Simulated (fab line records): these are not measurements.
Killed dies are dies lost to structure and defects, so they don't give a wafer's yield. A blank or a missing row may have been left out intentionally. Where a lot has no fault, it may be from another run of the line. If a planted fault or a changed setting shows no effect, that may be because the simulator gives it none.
Split-lot experiment | flow sky130 | 23 wafers read across 5 lots, on a route 708 steps long

## ABOUT THE SPLIT
At SKY_CONTACT_HDPCVD_02 (deposits SiO2, target thk 565 nm, time 94.2 s), the setting time s was moved away from the recipe's 94.2 s on 11 of the 23 wafers read, by -14.7% to +9.3%. For the rest of the wafers, this setting stayed at what the recipe calls for.

Split to reading: the file shows no intervening step.

## THE READING
CONTACT_HDPCVD_THK at SKY_CONTACT_THK_MEAS_03, in nm. Typical for fault-free wafers on this fab line: 564 nm, with standard deviation 6.1 nm.

wafer  | tool, chamber at the split | time s as run, s | against the recipe | CONTACT_HDPCVD_THK, nm | against lot-mates on the recipe
L074.1 | hdpcvd-02, 2               | 94.2             | recipe             | 569                    | -
L074.2 | hdpcvd-02, 0               | 101.2            | +7.4%              | 608                    | +42
L074.3 | hdpcvd-02, 1               | 94.2             | recipe             | 564                    | -
L074.5 | hdpcvd-02, 1               | 101.2            | +7.4%              | 606                    | +40
L074.6 | hdpcvd-02, 2               | 101.2            | +7.4%              | 607                    | +40
L075.1 | hdpcvd-01, 1               | 90.58            | -3.8%              | 547                    | -26
L075.3 | hdpcvd-01, 0               | 90.58            | -3.8%              | 543                    | -30
L075.4 | hdpcvd-01, 1               | 90.58            | -3.8%              | 548                    | -24
L075.5 | hdpcvd-01, 0               | 94.2             | recipe             | 571                    | -
L075.6 | hdpcvd-01, 2               | 94.2             | recipe             | 574                    | -
L076.1 | hdpcvd-02, 0               | 94.2             | recipe             | 564                    | -
L076.2 | hdpcvd-02, 1               | 94.2             | recipe             | 576                    | -
L076.5 | hdpcvd-02, 1               | 94.2             | recipe             | 581                    | -
L083.1 | hdpcvd-02, 2               | 94.2             | recipe             | 571                    | -
L083.2 | hdpcvd-02, 0               | 94.2             | recipe             | 561                    | -
L083.3 | hdpcvd-02, 1               | 80.36            | -14.7%             | 479                    | -86
L083.4 | hdpcvd-02, 2               | 94.2             | recipe             | 563                    | -
L083.5 | hdpcvd-02, 1               | 80.36            | -14.7%             | 482                    | -83
L085.1 | hdpcvd-02, 2               | 94.2             | recipe             | 562                    | -
L085.2 | hdpcvd-02, 1               | 103              | +9.3%              | 621                    | +54
L085.3 | hdpcvd-02, 0               | 103              | +9.3%              | 622                    | +56
L085.4 | hdpcvd-02, 2               | 94.2             | recipe             | 571                    | -
L085.6 | hdpcvd-02, 1               | 103              | +9.3%              | 618                    | +52

FIT RESULTS
A straight line over all 23 wafers: CONTACT_HDPCVD_THK changes by +5.72 nm for each +1% of time s; r = +0.99; the points scatter about the line by 5 nm.
The same after taking each lot's own level away (the mean of its wafers on the recipe; 23 wafers): +5.76 nm for each +1%; r = +0.99; scatter 4.1 nm.
The reading moves by 85 nm for the largest change in time s, on that fit.
The lots' own levels span 565.0 to 573.7 nm, that is 1.4 times the standard deviation above.
Consequently the slope shifts little with the lot-to-lot level, the two slopes agreeing.
Check: -85.4 nm against its lot-mates is what the line predicts for one of the wafers moved furthest among these (-14.7%) when that wafer is left out of the fit. Against them it came out at -86 nm.

## FURTHER SPLITS ON THESE WAFERS
Other splits were also applied to these wafers ahead of the reading. Each is held against what the fit with the lots' levels taken away leaves over:
other split on the same wafers               | wafers away from the commonest value | r with CONTACT_HDPCVD_THK (lot level and that fit taken away)
SKY_LOCAL_INTERCONNECT_ETCH_13 ion energy ev | 6                                    | +0.12

## THE WHOLE CHAIN: every reading that the file lists as answering this split, in the file's order
step                    | what it does                                  | reading                                                                           | change (the file's fit)              | r (the file's)
SKY_CONTACT_HDPCVD_02   | deposits SiO2, target thk 565 nm, time 94.2 s | SiO2_of_CONTACT_HDPCVD_02.thk nm (the simulator's own value, which no gauge read) | +5.81 nm for each +1% of the setting | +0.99
SKY_CONTACT_THK_MEAS_03 |                                               | CONTACT_HDPCVD_THK                                                                | +5.77 for each +1% of the setting    | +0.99
SKY_CONTACT_CMP_04      | polishes SiO2                                 | time to endpoint s                                                                | withheld for each +1% of the setting | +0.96

## THE FILE'S OWN FIT
CONTACT_HDPCVD_THK changes by +5.77 nm for each +1% of time s, r = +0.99.
